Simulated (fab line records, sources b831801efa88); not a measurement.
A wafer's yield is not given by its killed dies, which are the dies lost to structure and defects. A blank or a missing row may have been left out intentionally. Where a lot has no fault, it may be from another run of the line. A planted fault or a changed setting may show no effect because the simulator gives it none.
A lot that was struck, set against a sound lot / flow sky130 / 15 out of 708 route steps
Sound: wafers L543.2, L543.4, L543.5. Struck: wafers L559.1, L559.4, L559.6. At the end, the cause is stated.
At each step with rows: each side's tool, then ch and its chambers, then its first start. Under that, the readings that differ: sound wafers / struck wafers / difference of the means / sigmas: that difference in standard deviations of wafers without a fault.
alike: readings whose means differ by less than 2 such deviations, and words and numbers that are the same on both sides. not compared: withheld readings, readings that some wafer has no value for, bounds like >300 that may hide the same value, and numbers for which the record gives no deviation and whose values overlap.
The two part at a step that has a row with sigmas, a row that says differs or no value, or rows on one side only. Numbers that have no deviation but don't overlap get no sigmas and don't part them. Lack of a reading on every wafer of one side parts them only where that side has two or more wafers.

SKY_GATE_OXIDE_OVL_MEAS_10:
  sound on overlay-01 at day 13 21:14; struck on overlay-02 at day 19 23:13
  alike: GATE_OXIDE_OVL
then, 2 steps without rows for these wafers: SKY_GATE_OXIDE_IMPLANT_11; SKY_GATE_OXIDE_WET_ETCH_12 (etches SiO2 in dHF, target depth 16.8 nm, time 336 s).
SKY_GATE_OXIDE_STRIP_13: strips in O2/N2.
  sound on plasmaAsher-03 ch 0,1, day 13 21:32; struck on plasmaAsher-03 ch 1, day 19 23:30
  alike: drypumpMotorCurrentA, oesProductAu, stripTimeToEndpointS
  not compared: rfHoursCounterH
SKY_GATE_OXIDE_TW_MEAS_14:
  sound on filmMetro-03 at day 13 21:38; struck on filmMetro-04 at day 19 23:36
  alike: GATE_OXIDE_TW
then, 3 steps without rows for these wafers: SKY_GATE_OXIDE_CLEAN_15 (cleans in SC1/SC2, time 150 s); SKY_GATE_OXIDE_OXIDATION_16 (stabilise 600 s, purge 300 s, target thk 3.57 nm); SKY_POLY_GATE_CVD_00 (deposits poly-Si, target thk 180 nm, time 720 s).
SKY_POLY_GATE_THK_MEAS_01:
  sound on filmMetro-03 at day 14 01:42; struck on filmMetro-02 at day 20 02:33
  alike: POLY_GATE_CVD_00_THK
then, 3 steps without rows for these wafers: SKY_RES_PROTECT_DEHYDRATE_00 (time 60 s); SKY_RES_PROTECT_HMDS_01 (prime time 60 s); SKY_RES_PROTECT_COAT_02 (resist thk 1140 nm).
SKY_RES_PROTECT_SOFTBAKE_03: time 60 s.
  sound on lithoTrack-03 ch 0, day 14 14:56; struck on lithoTrack-02 ch 0, day 20 17:23
reading=heaterPowerTotalW (W); sound=56.60 56.61 56.52; struck=55.91 55.91 55.84; difference=-0.69; sigmas=-14
reading=plateTempC (C); sound=90.09 89.96 90.00; struck=89.16 89.44 89.31; difference=-0.71; sigmas=-5
then, 1 step without rows for these wafers: SKY_RES_PROTECT_EXPOSE_04 (exposes mask RPM, target cd 1270 nm).
-- record jumps: 29 days separate the struck wafers' starts on either side; left off in module RES_PROTECT, taken up again in module PAD_OPEN, whose first shown step is the route's number 708 --
SKY_PAD_OPEN_PROBE_99:
  sound on prober-01 at day 46 00:24; struck on prober-02 at day 50 01:04
  alike: killed_at_M0_to_M3, killed_at_M4_up, killedAtContacts, killedAtFrontEnd, killedAtOther, killedDies, killedOpen, killedShort

== WHERE THEY PART ==
At SKY_RES_PROTECT_SOFTBAKE_03 and nowhere else, as far as this record goes. Later steps at which nothing parts them and some readings are alike: SKY_PAD_OPEN_PROBE_99.

WHY: the cause the simulator had injected
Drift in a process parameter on lithoTrack-02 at SKY_RES_PROTECT_SOFTBAKE_03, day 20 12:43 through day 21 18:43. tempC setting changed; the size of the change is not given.
